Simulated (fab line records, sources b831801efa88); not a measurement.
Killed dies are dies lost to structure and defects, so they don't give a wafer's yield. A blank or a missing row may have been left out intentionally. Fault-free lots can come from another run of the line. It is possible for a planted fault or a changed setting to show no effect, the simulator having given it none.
The tool behind it: which one? | flow gf180mcu | Sampling: 14 lots, 42 wafers, 4 of 602 route steps

## WHAT EACH GAUGE READ, for each wafer
GF_V5_THK_MEAS_03. Usual: for V5_CVD_02_THK the level is 1449 nm and the standard deviation is 18.
lot  | measured     | on            | V5_CVD_02_THK (nm) | flag
L620 | day 26 02:27 | film-metro-03 | 1456 1446 1439     |
L621 | day 26 06:37 | film-metro-02 | 1445 1461 1448     |
L622 | day 26 16:25 | film-metro-03 | 1445 1470 1474     |
L624 | day 27 14:56 | film-metro-03 | 1425 1452 1455     |
L623 | day 27 19:48 | film-metro-02 | 1480 1460 1466     |
L626 | day 28 19:44 | film-metro-03 | 1454 1462 1473     |
L636 | day 31 08:46 | film-metro-02 | 1435 1472 1448     |
L637 | day 31 08:59 | film-metro-03 | 1427 1414 1466     |
L638 | day 31 17:36 | film-metro-02 | 1419 1478 1451     |
L639 | day 31 22:23 | film-metro-02 | 1465 1475 1473     |
L640 | day 32 04:47 | film-metro-03 | 1404 1423 1450     |
L641 | day 32 08:06 | film-metro-02 | 1433 1447 1464     |
L642 | day 32 14:36 | film-metro-04 | 1453 1468 1459     |
L643 | day 32 18:33 | film-metro-02 | 1439 1436 1461     |

GF_PASSIVATION_THK_MEAS_03. Usual: for PASSIVATION_CVD_02_THK the level is 702 nm and the standard deviation is 9.4.
lot  | measured     | on            | PASSIVATION_CVD_02_THK (nm) | flag
L620 | day 27 22:49 | film-metro-03 | 702 700 707                 |
L621 | day 28 01:47 | film-metro-04 | 699 722 701                 |
L622 | day 28 11:37 | film-metro-04 | 709 709 708                 |
L624 | day 29 08:38 | film-metro-01 | 689 704 693                 |
L623 | day 29 12:51 | film-metro-04 | 707 712 713                 |
L626 | day 30 11:55 | film-metro-03 | 692 690 709                 |
L636 | day 32 22:20 | film-metro-01 | 705 708 703                 |
L637 | day 32 22:44 | film-metro-04 | 698 684 704                 |
L638 | day 33 06:32 | film-metro-03 | 705 690 701                 |
L639 | day 33 11:05 | film-metro-01 | 712 712 727                 |
L640 | day 33 17:05 | film-metro-01 | 691 701 717                 |
L641 | day 33 19:08 | film-metro-01 | 687 707 702                 |
L642 | day 34 01:36 | film-metro-01 | 698 703 694                 |
L643 | day 34 05:37 | film-metro-03 | 690 693 704                 |

## WHICH TOOL RAN EACH LOT (tool, then ch and the chambers of the sampled wafers, then the start)
lot  | GF_CONTACT_STRIP_18                  | GF_TOP_METAL_SPUTTER_00
L620 | plasma-asher-01 ch 0,1, day 15 19:42 | pvd-sputter-03, day 27 01:04
L621 | plasma-asher-04 ch 0,1, day 16 01:36 | pvd-sputter-03, day 27 05:09
L622 | plasma-asher-04 ch 0,1, day 16 11:00 | pvd-sputter-04, day 27 14:26
L624 | plasma-asher-04 ch 0,1, day 17 14:22 | pvd-sputter-03, day 28 12:15
L623 | plasma-asher-04 ch 0,1, day 17 19:43 | pvd-sputter-04, day 28 16:11
L626 | plasma-asher-04 ch 0,1, day 19 00:14 | pvd-sputter-01, day 29 15:50
L636 | plasma-asher-03 ch 0,1, day 22 07:16 | pvd-sputter-01, day 32 03:56
L637 | plasma-asher-04 ch 0,1, day 22 07:22 | pvd-sputter-04, day 32 04:17
L638 | plasma-asher-04 ch 0,1, day 22 16:58 | pvd-sputter-01, day 32 12:14
L639 | plasma-asher-01 ch 0,1, day 23 02:03 | pvd-sputter-03, day 32 17:55
L640 | plasma-asher-04 ch 0, day 23 11:16   | pvd-sputter-04, day 32 23:56
L641 | plasma-asher-01 ch 0,1, day 23 12:16 | pvd-sputter-01, day 33 02:03
L642 | plasma-asher-04 ch 0,1, day 23 21:49 | pvd-sputter-04, day 33 08:27
L643 | plasma-asher-03 ch 0,1, day 24 06:13 | pvd-sputter-04, day 33 12:59
- GF_CONTACT_STRIP_18: strips in O2/N2.
- GF_TOP_METAL_SPUTTER_00: material Ti, target thk 37.5 nm, time 150 s.

## WHAT THE TOOLS THEMSELVES READ (means of the sampled wafers that have a number; where no wafer has one, the mark that the record gives instead)
GF_CONTACT_STRIP_18. Usual: drypump-motor-current-A 5.5 A, standard deviation 0.34; heater-power-w 320 W, standard deviation 23; o2-flow-sccm 3000 sccm, standard deviation 9.3; oes-product-au 0.579 a.u., standard deviation 0.005.
lot  | tool            | drypump-motor-current-A (A) | heater-power-w (W) | o2-flow-sccm (sccm) | oes-product-au (a.u.) | flag
L620 | plasma-asher-01 | 5.8                         | 323                | 3009                | 0.580                 |
L621 | plasma-asher-04 | 5.2                         | 303                | 2997                | 0.578                 |
L622 | plasma-asher-04 | 5.2                         | 304                | 2998                | 0.580                 |
L624 | plasma-asher-04 | 5.2                         | 309                | 3002                | 0.578                 |
L623 | plasma-asher-04 | 5.2                         | 306                | 2992                | 0.574                 |
L626 | plasma-asher-04 | 5.2                         | 309                | 3001                | 0.581                 |
L636 | plasma-asher-03 | 5.8                         | 332                | 2994                | 0.576                 |
L637 | plasma-asher-04 | 5.2                         | 303                | 3001                | 0.575                 |
L638 | plasma-asher-04 | 5.2                         | 306                | 2999                | 0.582                 |
L639 | plasma-asher-01 | 5.8                         | 316                | 2995                | 0.585                 |
L640 | plasma-asher-04 | 5.2                         | 312                | 2995                | 0.577                 |
L641 | plasma-asher-01 | 5.9                         | 342                | 2994                | 0.581                 |
L642 | plasma-asher-04 | 5.2                         | 303                | 3013                | 0.577                 |
L643 | plasma-asher-03 | 5.9                         | 342                | 3015                | 0.573                 |

GF_TOP_METAL_SPUTTER_00. Usual: throttle-valve-pct 30.1 %, standard deviation 1.1.
lot  | tool           | throttle-valve-pct (%) | flag
L620 | pvd-sputter-03 | 29.2                   |
L621 | pvd-sputter-03 | 29.3                   |
L622 | pvd-sputter-04 | 29.5                   |
L624 | pvd-sputter-03 | 30.1                   |
L623 | pvd-sputter-04 | 29.8                   |
L626 | pvd-sputter-01 | 29.9                   |
L636 | pvd-sputter-01 | 30.6                   |
L637 | pvd-sputter-04 | 29.4                   |
L638 | pvd-sputter-01 | 31.4                   |
L639 | pvd-sputter-03 | 30.7                   |
L640 | pvd-sputter-04 | 29.3                   |
L641 | pvd-sputter-01 | 30.1                   |
L642 | pvd-sputter-04 | 29.6                   |
L643 | pvd-sputter-04 | 29.2                   |

## THE ANSWER, worked out from the rows above alone
Rule: a lot is off if the mean of its wafers that have a number lies more than 3 standard deviations from the usual mean. A lot without any number at a reading at which 4 lots or more have one is off too. The other lots that the step has rows for count as sound. Order of review: gauges by route order, followed by the tools' own readings, for which a lot's mean as printed above is used. The first step at which some lot is off is used, and at that step the reading that is off furthest; a lot without a number counts as furthest.
Nothing can be told from this: no lot is off at any reading shown.

## WHAT THE SIMULATOR HAD PUT IN
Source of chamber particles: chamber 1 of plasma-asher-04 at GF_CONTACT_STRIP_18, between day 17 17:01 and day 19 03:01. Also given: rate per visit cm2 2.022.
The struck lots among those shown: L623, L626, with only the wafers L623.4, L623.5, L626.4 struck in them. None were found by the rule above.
